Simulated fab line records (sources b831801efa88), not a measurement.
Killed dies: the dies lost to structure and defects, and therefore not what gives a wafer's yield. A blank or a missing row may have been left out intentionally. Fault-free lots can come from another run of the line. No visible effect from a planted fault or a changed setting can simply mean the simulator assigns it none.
Code-filled problem report in 8D (eight disciplines) form + flow gf180mcu + the parts of the form that need people (team, actions taken, sign-off) are left out

## 1. WHAT WENT WRONG
Mean STI_CVD_23_THK at GF_STI_THK_MEAS_24: 711 nm over 6 wafers in 2 lots; fault-free wafers: 647 nm, standard deviation 7.2. That puts it +8.9 standard deviations away from the usual mean.
The first sign was on wafer L725.1 at day 5 13:45, on film metro-02. Wafers with a number at this step in the record: 42, from 14 lots. The rule behind "out" and "out of limits": a value lying over 4 standard deviations away from the usual mean. The rest of the wafers with a number are treated as sound.

## 2. WHAT IT IS, WHAT IT ISN'T
| question                    | is                     | is not                                                                    |
|-----------------------------|------------------------|---------------------------------------------------------------------------|
| which readings at this step | STI_CVD_23_THK         | -                                                                         |
| which lots                  | L725, L726             | L709, L710, L712, L713, L714, L715, L717, L718, L719, L723, L730, L731    |
| which wafers of those lots  | all that have a number | -                                                                         |
| read on which gauges        | film metro-02          | film metro-01, film metro-04                                              |
| when                        | from day 5 13:45       | up to then (30 sound wafers); but 6 sound wafers of L730, L731 came after |

## 3. SUSPECTS, AND WHAT RULES EACH OUT
Counting: a tool stays on the suspect list if, at a process step up to the reading, it processed all lots that are out and no sound lot following the first of them.
- the gauge at GF_STI_THK_MEAS_24: kept. All the wafers that are out were read on film metro-02, and no step on other tools shows them out.
- hdpcvd-02 at GF_STI_CVD_23 (deposits SiO2, target thk 650 nm, time 108.3 s): kept. All lots that are out passed through it, beginning with L725 at day 5 13:41, and no sound lot followed; its final sound lot before that point was L723 at day 5 02:54.
What counting leaves: hdpcvd-02 at GF_STI_CVD_23 and film metro-02 at GF_STI_THK_MEAS_24.

## 4. THE CAUSE (what the simulator had put in)
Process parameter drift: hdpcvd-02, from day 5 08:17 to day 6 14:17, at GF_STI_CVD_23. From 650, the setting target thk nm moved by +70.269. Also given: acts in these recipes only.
2 suspects survive the count, and this tool is in that group.

## 5. SEQUENCE OF EFFECTS, ordered by route
Each row: a reading where the mean over the struck wafers with a number is more than 3 standard deviations away from the usual. Scope: only readings with a usual standard deviation given in the record; hours: median across lots of the time from each lot's start at the first step in this table that gives one to its start at this step; sigmas: change in usual standard deviations.
| hours | step               | reading        | usual  | on struck wafers | change | sigmas |
|-------|--------------------|----------------|--------|------------------|--------|--------|
| 0     | GF_STI_THK_MEAS_24 | STI_CVD_23_THK | 647 nm | 711              | +64    | +8.9   |
At these later measuring or inspecting steps, every struck wafer for which the step has a row has a number for every such reading, and none has moved that far: GF_PSD_CD_MEAS_07, GF_CONTACT_OVL_MEAS_15, GF_M1_RS_MEAS_05.

## 6. HOW IT WOULD HAVE BEEN CAUGHT EARLIER
In this record the first reading out of limits at a measuring or inspecting step was taken at day 5 13:45, 5 hours after the fault began at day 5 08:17.
Of the lots that are out (2), L726 began GF_STI_CVD_23 on hdpcvd-02 after day 5 13:45. A hold on the tool at that time would have spared it.
